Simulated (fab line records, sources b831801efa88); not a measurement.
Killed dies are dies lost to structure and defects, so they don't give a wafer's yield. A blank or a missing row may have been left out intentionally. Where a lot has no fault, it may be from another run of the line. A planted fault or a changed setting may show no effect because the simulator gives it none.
Problem report, 8D (eight disciplines) form, completed by code	flow sky130	the parts of the form that need people (team, actions taken, sign-off) are left out

## 1. WHAT IS WRONG
At SKY_RES_PROTECT_SOFTBAKE_03, heater_power_total_W averages 78.32 W over 3 wafers from 2 lots, while fault-free wafers read 56.60 W, standard deviation 0.046. So: +99 or more standard deviations from the usual mean.
The step: time 60 s.
First seen on wafer L515.5, day 16 09:28, on litho_track-04. At this step, 32 wafers from 11 lots have a number in the record. Rule for "out", or "out of limits": more than 4 standard deviations from the usual mean. Any other wafer with a number is counted as sound.

## 2. WHAT IT IS, AND WHAT IT ISN'T
question	is	is not
which readings at this step	heater_power_total_W, run_length_s	exhaust_pa
which lots	L515, L517	L510, L511, L523, L524, L525, L527, L529, L531, L533
which wafers of those lots	L515.5, L517.2, L517.5	L515.1, L515.6
read on which tools	litho_track-04	litho_track-02, litho_track-03
when	from day 16 09:28	up to then (8 sound wafers); but 21 sound wafers of L523, L524, L525, L527, L529, L531, L533 came after

## 3. SUSPECTS, AND WHAT RULES EACH OUT
Counting: if a tool at a process step up to the reading ran every lot that is out, it stays a suspect. Sound lots after the first of them don't rule it out here, since some wafers of a struck lot are sound.
- litho_track-04 at SKY_RES_PROTECT_SOFTBAKE_03 (time 60 s): kept. It processed each lot that is out (first: L515, day 16 09:28); up to then, its last sound lot is L511 (day 14 21:08). Out on those wafers are its own readings of heater_power_total_W, run_length_s.
The count leaves litho_track-04 at SKY_RES_PROTECT_SOFTBAKE_03.

## 4. THE CAUSE (what the simulator had put in)
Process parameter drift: litho_track-04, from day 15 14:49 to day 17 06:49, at SKY_RES_PROTECT_SOFTBAKE_03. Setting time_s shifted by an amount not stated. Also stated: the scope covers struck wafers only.
Counting left only this tool.

## 5. SEQUENCE OF EFFECTS, ordered by route
Each row: a reading whose mean over the struck wafers that have a number lies more than 3 standard deviations from the usual. Only readings whose record carries a usual standard deviation are examined. hours: median over the lots of the time between each lot's start at the first step of this table that gives one and its start at this step. sigmas: the change, counted in usual standard deviations.
hours	step	reading	usual	on struck wafers	change	sigmas
0	SKY_RES_PROTECT_SOFTBAKE_03	heater_power_total_W	56.60 W	78.32	+21.72	+99 or more
0	SKY_RES_PROTECT_SOFTBAKE_03	run_length_s	89.28 s	50.62	-38.66	-99 or more
15	SKY_RES_PROTECT_STRIP_07	strip_time_to_endpoint_s	23.29 s	23.62	+0.33	+8.5
The process steps in it:
- SKY_RES_PROTECT_SOFTBAKE_03: time 60 s.
- SKY_RES_PROTECT_STRIP_07: strips in O2/N2.
At these later measuring or inspecting steps, every struck wafer for which the step has a row has a number for every such reading, and none has moved that far: SKY_RES_PROTECT_TW_MEAS_08, SKY_LI_CONTACT_BOW_MEAS_03.

## 6. HOW IT WOULD HAVE BEEN CAUGHT EARLIER
First out-of-limits reading in this record: day 16 09:28, which is 19 hours after fault onset at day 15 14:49.
